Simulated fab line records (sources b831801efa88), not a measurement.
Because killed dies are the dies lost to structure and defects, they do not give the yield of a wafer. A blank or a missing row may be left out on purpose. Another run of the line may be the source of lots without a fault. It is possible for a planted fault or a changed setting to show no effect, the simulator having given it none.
A lot that was struck, set against a sound lot || flow sky130 || 15 out of 708 route steps
Sound: these wafers, L956.2, L956.4, L956.6. Struck: wafers L959.1, L959.2, L959.3. At the end, the cause is stated.
For every step that has rows: the tool of each side, followed by ch and its chambers, followed by its first start. Under that, the readings that differ: sound wafers || struck wafers || difference of the means || sigmas: that difference in standard deviations of wafers without a fault.
alike: words and numbers the same on both sides, and readings whose means are apart by under 2 such deviations; not compared: readings that were withheld, readings missing a value for some wafer, numbers with overlapping values and no deviation given by the record, and bounds like >300 which may hide the same value.
A row with sigmas, a row that says differs or no value, or rows on one side alone: a step with any of these is where the two part. Numbers that don't overlap but have no deviation are shown without sigmas and don't part them. A reading missing from all wafers of one side parts the sides only when that side holds two or more wafers.

first, 4 steps without rows for these wafers: SKY_RES_XHIGH_EXPOSE_04 (exposes mask URPM, target cd 1270 nm); SKY_RES_XHIGH_PEB_05; SKY_RES_XHIGH_DEVELOP_06 (develop time 60 s); SKY_RES_XHIGH_IMPLANT_07.
SKY_RES_XHIGH_STRIP_08: strips in O2/N2.
  sound on plasma_asher-01 ch 1, day 31 10:08; struck on plasma_asher-02 ch 0,1, day 32 04:53
{"reading": "drypump_motor_current_A (A)", "sound": "6.1 6.0 6.0", "struck": "4.7 5.0 5.0", "difference": -1.1, "sigmas": -2}
  alike: oes_product_au, strip_time_to_endpoint_s
  not compared: rf_hours_counter_h
SKY_RES_XHIGH_TW_MEAS_09:
  struck on film_metro-01, day 32 04:59; sound on film_metro-03, day 31 10:14
  alike: RES_XHIGH_TW
then, 6 steps without rows for these wafers: SKY_SD_N_DEHYDRATE_00 (time 60 s); SKY_SD_N_HMDS_01 (prime time 60 s); SKY_SD_N_COAT_02 (resist thk 1140 nm); SKY_SD_N_SOFTBAKE_03 (time 60 s); SKY_SD_N_EXPOSE_04 (exposes mask NSDM, target cd 380 nm); SKY_SD_N_PEB_05.
SKY_SD_N_DEVELOP_06: develop time 60 s.
  sound on litho_track-01 ch 0, day 32 13:44; struck on litho_track-03 ch 0, day 33 07:58
SKY_SD_N_CD_MEAS_07 targets a cd of 380 nm.
  struck on cd_sem-02, day 33 08:07; sound on cd_sem-01, day 32 13:52
{"reading": "cd_nm (nm)", "sound": "377.8 375.7 377.8", "struck": "402.3 398.7 402.5", "difference": "+24.1", "sigmas": "+9"}
SKY_SD_N_OVL_MEAS_08:
  struck on overlay-01, day 33 08:14; sound on overlay-01, day 32 13:59
  alike: SD_N_OVL

## WHERE THEY PART
Last at SKY_SD_N_CD_MEAS_07 as far as this record goes, first at SKY_RES_XHIGH_STRIP_08. Later steps at which nothing parts them and some readings are alike: SKY_SD_N_OVL_MEAS_08.

WHY: what the simulator had put in
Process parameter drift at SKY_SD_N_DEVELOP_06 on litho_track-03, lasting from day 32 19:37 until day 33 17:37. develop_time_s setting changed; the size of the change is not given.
